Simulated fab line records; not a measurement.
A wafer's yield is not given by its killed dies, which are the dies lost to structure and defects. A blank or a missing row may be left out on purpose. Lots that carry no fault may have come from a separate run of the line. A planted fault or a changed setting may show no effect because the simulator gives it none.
The tool behind it: which one?    flow sky130    12 lots with 36 wafers sampled at 2 steps, on a route of 708 steps

## WHAT THE GAUGES SHOWED, per wafer
SKY_VIA4_THK_MEAS_20: measures by xrf.
lot   measured      on             VIA4_W_THK (nm)
L633  day 42 18:37  film_metro-04  530 528 534
L634  day 42 21:43  film_metro-01  522 520 529
L636  day 43 20:31  film_metro-02  524 528 523
L637  day 44 01:22  film_metro-02  540 545 539
L638  day 44 08:06  film_metro-04  527 528 536
L639  day 44 19:38  film_metro-02  535 540 536
L640  day 44 22:43  film_metro-01  534 528 528
L645  day 46 02:22  film_metro-02  544 543 541
L646  day 46 08:55  film_metro-04  524 532 526
L653  day 48 02:10  film_metro-01  516 517 524
L655  day 48 11:43  film_metro-04  546 544 540
L656  day 48 15:04  film_metro-02  531 526 525

## TOOL THAT RAN EACH LOT (tool first, then ch and the chambers of the sampled wafers, then the start)
lot   SKY_VIA2_STRIP_16
L633  plasma_asher-01 ch 0,1, day 36 05:29
L634  plasma_asher-01 ch 1, day 36 10:20
L636  plasma_asher-01 ch 1, day 37 12:23
L637  plasma_asher-01 ch 1, day 37 17:47
L638  plasma_asher-01 ch 0, day 38 01:44
L639  plasma_asher-04 ch 0,1, day 38 12:02
L640  plasma_asher-01 ch 0,1, day 38 17:14
L645  plasma_asher-01 ch 0,1, day 40 00:57
L646  plasma_asher-01 ch 0,1, day 40 08:02
L653  plasma_asher-04 ch 0, day 42 09:48
L655  plasma_asher-04 ch 0,1, day 42 20:11
L656  plasma_asher-04 ch 0,1, day 42 23:35
- SKY_VIA2_STRIP_16: strips in O2/N2.

## WHAT THE TOOLS THEMSELVES READ (means of the sampled wafers that have a number; where no wafer has one, the mark that the record gives instead)
SKY_VIA2_STRIP_16.
lot   tool             drypump_motor_current_A (A)  oes_product_au (a.u.)  strip_time_to_endpoint_s (s)
L633  plasma_asher-01  5.4                          0.397                  4.059
L634  plasma_asher-01  5.6                          0.398                  4.051
L636  plasma_asher-01  5.6                          0.396                  4.061
L637  plasma_asher-01  5.7                          0.401                  4.032
L638  plasma_asher-01  5.1                          0.398                  4.038
L639  plasma_asher-04  5.5                          0.401                  4.041
L640  plasma_asher-01  5.2                          0.400                  4.073
L645  plasma_asher-01  5.4                          0.397                  4.043
L646  plasma_asher-01  5.3                          0.397                  4.038
L653  plasma_asher-04  5.4                          0.394                  4.036
L655  plasma_asher-04  5.6                          0.402                  4.049
L656  plasma_asher-04  5.7                          0.398                  4.007

## THE ANSWER, worked out from the rows above alone
Rule: what is usual is taken from the lots themselves. The widest of any qualifying gaps counts: lots, ordered by their means at a reading, are off when they make up no more than a third of the lots, leave a main group of 4 or more, and stand apart from it by 3 or more times the standard deviation of that group's means. If all means in a main group match to the digits the tables above print for the reading, that group is not used. Also off: a lot with no number at a reading for which 4 or more lots have one. Any other lot the step has rows for is counted as sound. Order of review: gauges by route order, followed by the tools' own readings, for which a lot's mean as printed above is used. The first step at which some lot is off is used, and at that step the reading that is off furthest; a lot without a number counts as furthest.
No lot is off at any reading shown: from this, nothing can be told.

## WHAT WAS PUT IN BY THE SIMULATOR
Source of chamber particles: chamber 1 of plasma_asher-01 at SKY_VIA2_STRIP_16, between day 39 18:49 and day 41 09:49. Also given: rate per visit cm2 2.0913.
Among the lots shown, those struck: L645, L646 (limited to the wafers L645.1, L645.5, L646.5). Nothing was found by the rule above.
